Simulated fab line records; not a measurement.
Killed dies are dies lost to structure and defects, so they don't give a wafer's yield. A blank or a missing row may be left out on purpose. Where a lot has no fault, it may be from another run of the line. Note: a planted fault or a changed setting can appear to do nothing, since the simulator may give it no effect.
Struck lot and sound lot, side by side + flow sky130 + 14 out of 708 route steps
Sound: these wafers, L871.1, L871.2, L871.5. Struck: wafers L872.2, L872.3, L872.4. The cause comes at the end.
Per side, at each step with rows, come the tool, then ch with its chambers, and then its first start. Under that, the readings that differ: sound wafers + struck wafers + difference of the means + sigmas: that difference in standard deviations of wafers without a fault.
alike: a reading whose means differ by less than 2 such deviations, as well as words and numbers matching on both sides. not compared: withheld readings; readings where some wafer has no value; bounds like >300 that might hide an equal value; numbers whose values overlap and for which the record gives no deviation.
Wherever a step has rows on one side only, a row that says differs or no value, or a row with sigmas, the two part there. When numbers do not overlap yet have no deviation, they are printed without sigmas and do not part them. Lack of a reading on every wafer of one side parts them only where that side has two or more wafers.

first, 4 steps without rows for these wafers: SKY_VIA3_SOFTBAKE_08 (time 90 s); SKY_VIA3_EXPOSE_09 (exposes mask VIM3, target cd 200 nm); SKY_VIA3_PEB_10; SKY_VIA3_DEVELOP_11 (develop time 60 s).
SKY_VIA3_CD_MEAS_12: the cd target is 200 nm.
  sound: cd sem-01 at day 45 07:25; struck: cd sem-01 at day 45 12:20
  alike: cd nm
SKY_VIA3_OVL_MEAS_13:
  sound: overlay-01 at day 45 07:32; struck: overlay-01 at day 45 12:26
  alike: VIA3_OVL
SKY_VIA3_ETCH_14: etches BARC in N2/H2, stops on SiO2, time 45.9 s, target depth 60 nm.
  sound on rie diel-04 ch 0,3, day 45 07:34; struck on rie diel-01 ch 0,1,2, day 45 12:28
  alike: bias w, chamber pressure mTorr, drypump motor current A, oes product au, rf fwd power W, throttle valve pct
  not compared: rf hours counter h
SKY_VIA3_ETCH_15: etches SiO2 in C4F8/O2/Ar, stops on TiN, target depth 507 nm, time 78 s.
  sound on rie diel-04 ch 0,3, day 45 07:37; struck on rie diel-01 ch 0,1,2, day 45 12:30
| reading            | sound          | struck         | difference | sigmas |
|--------------------|----------------|----------------|------------|--------|
| rf fwd power W (W) | 1485 1487 1479 | 1497 1495 1493 | +11        | +2     |
  alike: bias w, chamber pressure mTorr, oes product au
  not compared: rf hours counter h
SKY_VIA3_STRIP_16: strips in O2/N2.
  sound on plasma asher-02 ch 0,1, day 45 07:40; struck on plasma asher-03 ch 0,1, day 45 12:34
  alike: chamber pressure mTorr, drypump motor current A, oes product au, strip time to endpoint s
  not compared: rf hours counter h
then, 3 steps without rows for these wafers: SKY_VIA3_STRIP_17 (strips in post etch residue remover, time 1200 s); SKY_VIA3_CLEAN_18 (cleans in IPA, time 180 s); SKY_VIA3_CLEAN_19 (cleans in O3/DIW).
SKY_VIA3_SPUTTER_20: material TiN, target thk 20 nm, time 80 s.
  sound: pvd sputter-01 at day 45 08:16; struck: pvd sputter-02 at day 45 13:10
| reading                                  | sound                | struck               | difference | sigmas      |
|------------------------------------------|----------------------|----------------------|------------|-------------|
| cathode dc power W (W)                   | 4001.4 4000.0 3999.7 | 4259.8 4259.7 4260.2 | +259.5     | +99 or more |
| model.TiN_of_VIA3_SPUTTER_20.thk nm (nm) | 20.19 20.05 20.28    | 21.33 21.51 21.41    | +1.24      |             |
  alike: chamber pressure pa, throttle valve pct
SKY_VIA3_CVD_21: deposits W, target thk 390 nm, time 117.31 s.
  sound on cvd w-01 ch 0,1, day 45 08:19; struck on cvd w-01 ch 0,1, day 45 13:13
  alike: heater power w

== WHERE THEY PART ==
At SKY_VIA3_ETCH_15 first; at SKY_VIA3_SPUTTER_20 last (within this record only). Later steps at which nothing parts them and some readings are alike: SKY_VIA3_CVD_21.

WHY: what had been put in by the simulator
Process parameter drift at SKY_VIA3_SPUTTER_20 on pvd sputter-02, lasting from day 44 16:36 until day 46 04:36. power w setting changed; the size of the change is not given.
